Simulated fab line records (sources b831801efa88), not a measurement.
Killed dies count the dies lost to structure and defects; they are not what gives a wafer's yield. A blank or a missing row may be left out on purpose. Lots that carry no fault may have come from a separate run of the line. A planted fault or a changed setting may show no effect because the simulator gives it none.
A lot that was struck, set against a sound lot + flow sfq-line + 34 out of 325 route steps
Sound: wafers L767.1, L767.3, L767.4. Wafers struck: L771.2, L771.4, L771.5. At the end, the cause is stated.
Order at every step that has rows: each side's tool, ch and its chambers, its first start. Under that, the readings that differ: sound wafers + struck wafers + difference of the means + sigmas: that difference in standard deviations of wafers without a fault.
alike: readings whose means differ by less than 2 such deviations, and words and numbers that are the same on both sides. not compared: withheld readings, readings that some wafer has no value for, bounds like >300 that may hide the same value, and numbers for which the record gives no deviation and whose values overlap.
A row with sigmas, a row that says differs or no value, or rows on one side alone: a step with any of these is where the two part. Numbers that have no deviation but don't overlap get no sigmas and don't part them. A reading missing from all wafers of one side parts the sides only when that side holds two or more wafers.

first, 6 steps without rows for these wafers: SFQ_TRILAYER_M2_LITHO_COAT_062 (resist thk 62 nm); SFQ_TRILAYER_M2_LITHO_COAT_057 (resist thk 600 nm); SFQ_TRILAYER_M2_LITHO_SOFTBAKE_061; SFQ_TRILAYER_M2_LITHO_EXPOSE_058 (exposes mask M2, target cd 500 nm); SFQ_TRILAYER_M2_LITHO_PEB_060 (peb time 60 s); SFQ_TRILAYER_M2_LITHO_DEVELOP_059 (time 60 s).
SFQ_M2_OVL_MEAS_916:
  sound on overlay-01 at day 25 19:32; struck on overlay-02 at day 27 17:17
| reading     | sound       | struck | difference | sigmas |
|-------------|-------------|--------|------------|--------|
| M2_OVL (nm) | -11 -11 -18 | 6 0 0  | +15        | +2     |
then, 1 step without rows for these wafers: SFQ_TRILAYER_M2_BARC_OPEN_METAL_ETCH_077 (etches BARC in O2, target depth 125 nm, time 41.7 s).
SFQ_TRILAYER_M2_ETCH_METAL_ETCH_060: etches Nb in Cl2/Ar, stops on SiO2, target depth 240 nm, time 120 s.
  sound on rie-metal-03 ch 0,1, day 25 19:38; struck on rie-metal-03 ch 0,1, day 27 17:23
  alike: chamber-pressure-mTorr, drypump-motor-current-A, he-backside-leak-sccm, oes-product-au
  not compared: rf-hours-counter-h
SFQ_TRILAYER_M2_STRIP_STRIP_061: strips in O2.
  sound on rie-metal-03 ch 0,1, day 25 19:46; struck on rie-metal-03 ch 0,1, day 27 17:30
  alike: chamber-pressure-mTorr, drypump-motor-current-A, he-backside-leak-sccm, oes-product-au
  not compared: rf-hours-counter-h
then, 1 step without rows for these wafers: SFQ_TRILAYER_M2_STRIP_SOLV_CLEAN_062 (cleans in NMP, time 600 s).
SFQ_TRILAYER_I2_DEP_PECVD_063: deposits SiO2 from SiH4/N2O, time 111.11 s, target thk 500 nm.
  sound on pecvd-02 ch 0,1,2, day 25 20:32; struck on pecvd-04 ch 1,2, day 27 18:17
  no value came back on the struck wafers for any of 6 readings (chamber-pressure-Torr (Torr), heater-power-outer-w (W) and others); on the sound wafers chamber-pressure-Torr (Torr) reads 2.400 2.394 2.408
SFQ_TRILAYER_I2_CMP_CMP_064: polishes SiO2.
  sound on cmp-01 ch 0,2,3, day 25 20:50; struck on cmp-01 ch 0,2,3, day 27 21:25
| reading                | sound       | struck | difference                    | sigmas |
|------------------------|-------------|--------|-------------------------------|--------|
| time-to-endpoint-s (s) | 197 196 210 | - - -  | no value on the struck wafers |        |
  alike: motor-current-A
SFQ_I2_BOW_MEAS_917:
  sound on film-metro-03 at day 25 23:50; struck on film-metro-04 at day 27 23:56
  alike: I2_BOW
SFQ_TRILAYER_I2_METRO_MEASURE_065:
  sound on film-metro-03 at day 25 23:57; struck on film-metro-04 at day 28 00:14
then, 6 steps without rows for these wafers: SFQ_TRILAYER_I2_VIA_LITHO_COAT_072 (resist thk 62 nm); SFQ_TRILAYER_I2_VIA_LITHO_COAT_067 (resist thk 650 nm); SFQ_TRILAYER_I2_VIA_LITHO_SOFTBAKE_071; SFQ_TRILAYER_I2_VIA_LITHO_EXPOSE_068 (exposes mask I2, target cd 500 nm); SFQ_TRILAYER_I2_VIA_LITHO_PEB_070 (peb time 60 s); SFQ_TRILAYER_I2_VIA_LITHO_DEVELOP_069 (time 60 s).
-- the record jumps here: 7 days lie between the struck wafers' starts before and after --
SFQ_I2_OVL_MEAS_918:
  sound on overlay-02 at day 32 18:49; struck on overlay-01 at day 34 14:53
  alike: I2_OVL
then, 1 step without rows for these wafers: SFQ_TRILAYER_I2_VIA_BARC_OPEN_VIA_ETCH_096 (etches BARC in O2, target depth 125 nm, time 41.7 s).
SFQ_TRILAYER_I2_VIA_ETCH_VIA_ETCH_070: etches SiO2 in CHF3, stops on Nb, target depth 260 nm.
  sound on rie-diel-03 ch 1,3, day 32 18:53; struck on rie-diel-01 ch 1,2, day 34 14:57
| reading                  | sound             | struck            | difference | sigmas |
|--------------------------|-------------------|-------------------|------------|--------|
| oes-product-au (a.u.)    | 0.850 0.854 0.866 | 0.383 0.379 0.377 | -0.477     | -85    |
| model.etch.depth-nm (nm) | 198.7 197.5 199.5 | 0 0 0             | -199       |        |
  alike: chamber-pressure-mTorr, drypump-motor-current-A
SFQ_TRILAYER_I2_VIA_STRIP_STRIP_071: strips in O2.
  sound on rie-metal-01 ch 0,1, day 32 19:00; struck on rie-metal-01 ch 0,1, day 34 15:04
  alike: chamber-pressure-mTorr, drypump-motor-current-A, he-backside-leak-sccm, oes-product-au
  not compared: rf-hours-counter-h
then, 2 steps without rows for these wafers: SFQ_TRILAYER_I2_VIA_STRIP_SOLV_CLEAN_072 (cleans in NMP, time 600 s); SFQ_TRILAYER_M3_DEP_PRE_CLEAN_074 (time 22.5 s).
SFQ_TRILAYER_M3_DEP_SPUTTER_073: material Nb, target thk 200 nm, time 133.3 s.
  sound on pvd-sputter-04 at day 32 19:48; struck on pvd-sputter-04 at day 34 16:05
  alike: substrate-temp-c, throttle-valve-pct
SFQ_M3_RS_MEAS_919: measurement is done with a four-point probe.
  sound on film-metro-04 at day 32 19:53; struck on film-metro-04 at day 34 16:11
  alike: M3_NB_RS
then, 3 steps without rows for these wafers: SFQ_TRILAYER_M3_LITHO_COAT_080 (resist thk 62 nm); SFQ_TRILAYER_M3_LITHO_COAT_075 (resist thk 600 nm); SFQ_TRILAYER_M3_LITHO_SOFTBAKE_079.
-- the record jumps here: 6 days lie between the struck wafers' starts before and after --
SFQ_TRILAYER_M3_LITHO_EXPOSE_076: exposes mask M3, target cd 500 nm.
  sound on krf-scanner-02 ch 0, day 39 01:30; struck on krf-scanner-02, day 40 17:33
  no value came back on the struck wafers for exposure-dose-mJ-cm2, focus-offset-nm (nm); on the sound wafers exposure-dose-mJ-cm2 reads 14.385 14.393 14.404
  alike: mask
then, 1 step without rows for these wafers: SFQ_TRILAYER_M3_LITHO_PEB_078 (peb time 60 s).

## WHERE THEY PART
First at SFQ_M2_OVL_MEAS_916; last, within this record, at SFQ_TRILAYER_M3_LITHO_EXPOSE_076.

WHY: whatever the simulator had introduced
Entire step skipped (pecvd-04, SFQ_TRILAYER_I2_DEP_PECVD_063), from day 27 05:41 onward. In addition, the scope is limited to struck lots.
